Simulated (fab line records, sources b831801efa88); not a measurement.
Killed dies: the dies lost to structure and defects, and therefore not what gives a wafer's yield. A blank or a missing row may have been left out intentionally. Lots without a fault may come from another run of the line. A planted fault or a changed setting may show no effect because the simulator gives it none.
fab line records :: flow sfq_line
record
  lots=5
  wafers=15
  last_day=91
route steps=325 shown I7@308 M8@311
lots with no fault: from the same line, run without faults
start_h: the number of hours between the record's first day and the start of the first shown wafer of the lot :: wait_h: hours since the lot's step before :: " identical to the entry in the row above :: L1.1+2: several wafers, shown together as one row :: - no value, or no start was given :: * or withheld: withheld :: < > ~ a bound
route shown NAME@n: names a module that has steps shown in the file, with the first one's number in the route :: usual: average and standard deviation across the fault-free wafers :: same: alike in all rows :: chamber/n: place in a boat :: sites: per-site readings :: _std_site: how widely they spread, as a standard deviation :: _edge_site: mean of outer sites minus mean of inner sites :: radius_mm: how far each site lies from the wafer's centre :: mask NAME#n: copy n :: behind: tool/chamber where the wafer was last shaped :: hold: reason for holding the lot/hours on hold/outcome of the hold :: device: whichever transistor did not switch (one of n, p or np) :: end of line: tests of these same wafers at the route's end :: where a step has no rows: the recipe by itself :: killed: dies that structure and defects cost at the first sort, which is not the same as the wafer's yield :: map: per-die view of a wafer (x killed, . not killed, _ where there is no die)
set.NAME: the setting that was run; set.NAME@STEP: the one run at that earlier step :: model.NAME: the simulator's own value behind a step, which no gauge read
a table for each step, a row for each wafer; lots at some steps of the route
services: from which hour (start_h, from the record's first day; less than 0 if before it) a tool's chamber was out of use, for how many hours, and why
## steps
# step SFQ_TRILAYER_I7_VIA_ETCH_VIA_ETCH_190
# recipe
  target=SiO2
  stop_on=Nb
  mask_material=PR
  taper_deg=20
  chemistry=CHF3
  target_depth_nm=260
  source_w=500
  bias_w=80
  pressure_mtorr=30
  time_s=withheld
# usual
  drypump_motor_current_A=5.6/0.49
  oes_product_au=0.853/0.0047
lot.wafer: L089.2
tool: rie_diel-02
chamber: 3
start_h: 2133.25
wait_h: 0.0
drypump_motor_current_A: 6.4
oes_product_au: 0.856

lot.wafer: L089.5
tool: rie_diel-02
chamber: 2
start_h: 2133.25
wait_h: 0.0
drypump_motor_current_A: 5.7
oes_product_au: 0.856

lot.wafer: L089.6
tool: rie_diel-02
chamber: 1
start_h: 2133.25
wait_h: 0.0
drypump_motor_current_A: 5.4
oes_product_au: 0.847

lot.wafer: L091.2
tool: rie_diel-01
chamber: 3
start_h: 2144.17
wait_h: 0.0
drypump_motor_current_A: 5.9
oes_product_au: 0.852

lot.wafer: L091.4
tool: rie_diel-01
chamber: 1
start_h: 2144.17
wait_h: 0.0
drypump_motor_current_A: 4.9
oes_product_au: 0.848

lot.wafer: L091.5
tool: rie_diel-01
chamber: 2
start_h: 2144.17
wait_h: 0.0
drypump_motor_current_A: 5.8
oes_product_au: 0.859

lot.wafer: L094.1
tool: rie_diel-02
chamber: 1
start_h: 2160.97
wait_h: 0.0
drypump_motor_current_A: 5.4
oes_product_au: 0.852

lot.wafer: L094.4
tool: rie_diel-02
chamber: 0
start_h: 2160.97
wait_h: 0.0
drypump_motor_current_A: 5.8
oes_product_au: 0.858

lot.wafer: L094.6
tool: rie_diel-02
chamber: 1
start_h: 2160.97
wait_h: 0.0
drypump_motor_current_A: 5.4
oes_product_au: 0.855

lot.wafer: L096.3
tool: rie_diel-02
chamber: 3
start_h: 2176.69
wait_h: 0.0
drypump_motor_current_A: 6.4
oes_product_au: 0.852

lot.wafer: L096.4
tool: rie_diel-02
chamber: 2
start_h: 2176.69
wait_h: 0.0
drypump_motor_current_A: 5.7
oes_product_au: 0.860

lot.wafer: L096.5
tool: rie_diel-02
chamber: 1
start_h: 2176.69
wait_h: 0.0
drypump_motor_current_A: 5.4
oes_product_au: 0.852

lot.wafer: L097.3
tool: rie_diel-03
chamber: 0
start_h: 2178.00
wait_h: 0.0
drypump_motor_current_A: 4.8
oes_product_au: 0.853

lot.wafer: L097.5
tool: rie_diel-03
chamber: 2
start_h: 2178.00
wait_h: 0.0
drypump_motor_current_A: 5.6
oes_product_au: 0.848

lot.wafer: L097.6
tool: rie_diel-03
chamber: 3
start_h: 2178.00
wait_h: 0.0
drypump_motor_current_A: 4.9
oes_product_au: 0.850
# step SFQ_TRILAYER_I7_VIA_STRIP_STRIP_191
# recipe
  gas=O2
  power_w=200
  platen_temp_c=40
  overash_fraction=0.65
  chemistry=O2
  pressure_mtorr=50
# usual
  drypump_motor_current_A=5.3/0.49
  oes_product_au=1.000/0.013
lot.wafer: L089.2
tool: rie_metal-04
chamber: 0
start_h: 2133.56
wait_h: -
drypump_motor_current_A: 5.0
oes_product_au: 0.990
rf_hours_counter_h: -

lot.wafer: L089.5
tool: rie_metal-04
chamber: 0
start_h: 2133.56
wait_h: -
drypump_motor_current_A: 5.1
oes_product_au: 1.000
rf_hours_counter_h: -

lot.wafer: L089.6
tool: rie_metal-04
chamber: 0
start_h: 2133.56
wait_h: -
drypump_motor_current_A: 5.0
oes_product_au: 0.990
rf_hours_counter_h: -

lot.wafer: L091.2
tool: rie_metal-02
chamber: 0
start_h: 2144.29
wait_h: -
drypump_motor_current_A: 5.8
oes_product_au: 1.018
rf_hours_counter_h: 64

lot.wafer: L091.4
tool: rie_metal-02
chamber: 1
start_h: 2144.29
wait_h: -
drypump_motor_current_A: 4.8
oes_product_au: 0.997
rf_hours_counter_h: -

lot.wafer: L091.5
tool: rie_metal-02
chamber: 0
start_h: 2144.29
wait_h: -
drypump_motor_current_A: 5.8
oes_product_au: 1.017
rf_hours_counter_h: -

lot.wafer: L094.1
tool: rie_metal-02
chamber: 0
start_h: 2161.09
wait_h: -
drypump_motor_current_A: 5.8
oes_product_au: 1.021
rf_hours_counter_h: 67

lot.wafer: L094.4
tool: rie_metal-02
chamber: 1
start_h: 2161.09
wait_h: -
drypump_motor_current_A: 4.8
oes_product_au: 0.989
rf_hours_counter_h: -

lot.wafer: L094.6
tool: rie_metal-02
chamber: 1
start_h: 2161.09
wait_h: -
drypump_motor_current_A: 4.8
oes_product_au: 0.992
rf_hours_counter_h: -

lot.wafer: L096.3
tool: rie_metal-01
chamber: 0
start_h: 2177.00
wait_h: -
drypump_motor_current_A: 5.9
oes_product_au: 1.000
rf_hours_counter_h: -

lot.wafer: L096.4
tool: rie_metal-01
chamber: 1
start_h: 2177.00
wait_h: -
drypump_motor_current_A: 5.0
oes_product_au: 1.010
rf_hours_counter_h: -

lot.wafer: L096.5
tool: rie_metal-01
chamber: 1
start_h: 2177.00
wait_h: -
drypump_motor_current_A: 5.0
oes_product_au: 1.022
rf_hours_counter_h: -

lot.wafer: L097.3
tool: rie_metal-02
chamber: 1
start_h: 2178.31
wait_h: -
drypump_motor_current_A: 4.8
oes_product_au: 0.994
rf_hours_counter_h: -

lot.wafer: L097.5
tool: rie_metal-02
chamber: 0
start_h: 2178.31
wait_h: -
drypump_motor_current_A: 5.8
oes_product_au: 1.024
rf_hours_counter_h: -

lot.wafer: L097.6
tool: rie_metal-02
chamber: 1
start_h: 2178.31
wait_h: -
drypump_motor_current_A: 4.8
oes_product_au: 0.986
rf_hours_counter_h: -
# step SFQ_TRILAYER_I7_VIA_STRIP_SOLV_CLEAN_192
# recipe
  chemistry=NMP
  temp_c=70
  time_s=600
lot.wafer: L089.2+5+6
tool: wet_bench-02
chamber: 7,6,3
start_h: 2134.56
wait_h: 0.8

lot.wafer: L091.2+4+5
tool: wet_bench-02
chamber: 1,0,4
start_h: 2144.89
wait_h: 0.4

lot.wafer: L094.1+4+6
tool: wet_bench-03
chamber: 4,5,6
start_h: 2161.69
wait_h: 0.4

lot.wafer: L096.3+4+5
tool: wet_bench-04
chamber: 3,4,0
start_h: 2177.40
wait_h: 0.2

lot.wafer: L097.3+5+6
tool: wet_bench-02
chamber: 7,5,0
start_h: 2178.71
wait_h: 0.2
# step SFQ_TRILAYER_M8_LITHO_LOR_COAT_197
# recipe
  resist=lift-off
  spin_rpm=3000
lot.wafer: L089.2+5+6
tool: litho_track-03
chamber: 0
start_h: 2134.80
wait_h: 0.1

lot.wafer: L091.2+4+5
tool: litho_track-03
chamber: 0
start_h: 2145.13
wait_h: 0.1

lot.wafer: L094.1+4+6
tool: litho_track-02
chamber: 0
start_h: 2161.86
wait_h: 0.0

lot.wafer: L096.3+4+5
tool: litho_track-02
chamber: 0
start_h: 2177.68
wait_h: 0.1

lot.wafer: L097.3+5+6
tool: litho_track-01
chamber: 0
start_h: 2179.00
wait_h: 0.1
# step SFQ_TRILAYER_M8_LITHO_LOR_BAKE_198
# recipe
  resist=lift-off
  temp_c=withheld
  time_s=withheld
lot.wafer: L089.2+5+6
tool: litho_track-03
chamber: 0
start_h: 2135.14
wait_h: 0.3

lot.wafer: L091.2+4+5
tool: litho_track-03
chamber: 0
start_h: 2145.47
wait_h: 0.3

lot.wafer: L094.1+4+6
tool: litho_track-02
chamber: 0
start_h: 2162.16
wait_h: 0.2

lot.wafer: L096.3+4+5
tool: litho_track-02
chamber: 0
start_h: 2178.06
wait_h: 0.3

lot.wafer: L097.3+5+6
tool: litho_track-01
chamber: 0
start_h: 2179.38
wait_h: 0.3
# step SFQ_TRILAYER_M8_LITHO_COAT_193
# recipe
  resist=KrF
  spin_rpm=3000
  resist_thk_nm=600
lot.wafer: L089.2+5+6
tool: litho_track-03
chamber: 0
start_h: -
wait_h: -

lot.wafer: L091.2+4+5
tool: litho_track-03
chamber: 0
start_h: -
wait_h: -

lot.wafer: L094.1+4+6
tool: litho_track-02
chamber: 0
start_h: -
wait_h: -

lot.wafer: L096.3+4+5
tool: litho_track-02
chamber: 0
start_h: -
wait_h: -

lot.wafer: L097.3+5+6
tool: litho_track-01
chamber: 0
start_h: -
wait_h: -
# step SFQ_TRILAYER_M8_LITHO_SOFTBAKE_199
# recipe
  temp_c=withheld
  time_s=withheld
  resist=KrF
lot.wafer: L089.2+5+6
tool: litho_track-03
chamber: 0
start_h: -
wait_h: -

lot.wafer: L091.2+4+5
tool: litho_track-03
chamber: 0
start_h: -
wait_h: -

lot.wafer: L094.1+4+6
tool: litho_track-02
chamber: 0
start_h: -
wait_h: -

lot.wafer: L096.3+4+5
tool: litho_track-02
chamber: 0
start_h: -
wait_h: -

lot.wafer: L097.3+5+6
tool: litho_track-01
chamber: 0
start_h: -
wait_h: -
# step SFQ_TRILAYER_M8_LITHO_EXPOSE_194
# recipe
  mask_id=M8
  na=0.6
  source_shape=conventional
  sigma_outer=0.65
  target_cd_nm=2000
  dose_mj=14.4
lot.wafer: L089.2+5+6
tool: krf_scanner-01
chamber: 0
start_h: 2136.25
wait_h: -
mask: M8#0

lot.wafer: L091.2+4+5
tool: krf_scanner-01
chamber: 0
start_h: 2173.80
wait_h: -
mask: M8#0

lot.wafer: L094.1+4+6
tool: krf_scanner-01
chamber: 0
start_h: 2177.20
wait_h: -
mask: M8#0

lot.wafer: L096.3+4+5
tool: krf_scanner-01
chamber: 0
start_h: 2180.00
wait_h: -
mask: M8#0

lot.wafer: L097.3+5+6
tool: krf_scanner-01
chamber: 0
start_h: 2181.20
wait_h: -
mask: M8#0
# step SFQ_TRILAYER_M8_LITHO_PEB_196
# recipe
  peb_temp_c=115
  peb_time_s=60
  resist=KrF
lot.wafer: L089.2+5+6
tool: litho_track-03
chamber: 0
start_h: 2137.28
wait_h: 0.8

lot.wafer: L091.2+4+5
tool: litho_track-02
chamber: 0
start_h: 2174.82
wait_h: 0.8

lot.wafer: L094.1+4+6
tool: litho_track-03
chamber: 0
start_h: 2178.40
wait_h: 1.0

lot.wafer: L096.3+4+5
tool: litho_track-03
chamber: 0
start_h: 2180.85
wait_h: 0.7

lot.wafer: L097.3+5+6
tool: litho_track-03
chamber: 0
start_h: 2182.05
wait_h: 0.7
# step SFQ_TRILAYER_M8_LITHO_DEVELOP_195
# recipe
  img_clear_s=15
  time_s=55
  resist=KrF
lot.wafer: L089.2+5+6
tool: litho_track-03
chamber: 0
start_h: 2137.43
wait_h: 0.1

lot.wafer: L091.2+4+5
tool: litho_track-02
chamber: 0
start_h: 2174.97
wait_h: 0.1

lot.wafer: L094.1+4+6
tool: litho_track-03
chamber: 0
start_h: 2178.55
wait_h: 0.1

lot.wafer: L096.3+4+5
tool: litho_track-03
chamber: 0
start_h: 2181.00
wait_h: 0.1

lot.wafer: L097.3+5+6
tool: litho_track-03
chamber: 0
start_h: 2182.20
wait_h: 0.1
## services
tool: rie_diel-02
chamber: 3
start_h: 2125.73
hours: 6.1
kind: repair

tool: rie_metal-04
chamber: 1
start_h: 2130.70
hours: -
kind: clean

tool: rie_metal-04
chamber: 1
start_h: 2130.70
hours: 21.1
kind: scheduled_down

tool: rie_metal-04
chamber: 1
start_h: 2130.70
hours: 21.1
kind: vent_cycle

tool: krf_scanner-01
chamber: -
start_h: 2137.25
hours: 1.3
kind: pm

tool: rie_diel-01
chamber: -
start_h: 2139.51
hours: 0.6
kind: repair

tool: wet_bench-02
chamber: -
start_h: 2139.76
hours: 4.3
kind: repair

tool: rie_diel-01
chamber: 0
start_h: 2143.36
hours: 14.7
kind: repair

tool: rie_diel-03
chamber: 3
start_h: 2159.55
hours: 16.7
kind: repair

tool: rie_metal-02
chamber: 1
start_h: 2170.20
hours: 2.2
kind: repair

tool: krf_scanner-01
chamber: -
start_h: 2170.20
hours: 1.0
kind: pm

tool: rie_metal-01
chamber: -
start_h: 2179.39
hours: 0.2
kind: repair

tool: rie_diel-02
chamber: 1
start_h: 2179.55
hours: -
kind: clean
## key
fault none
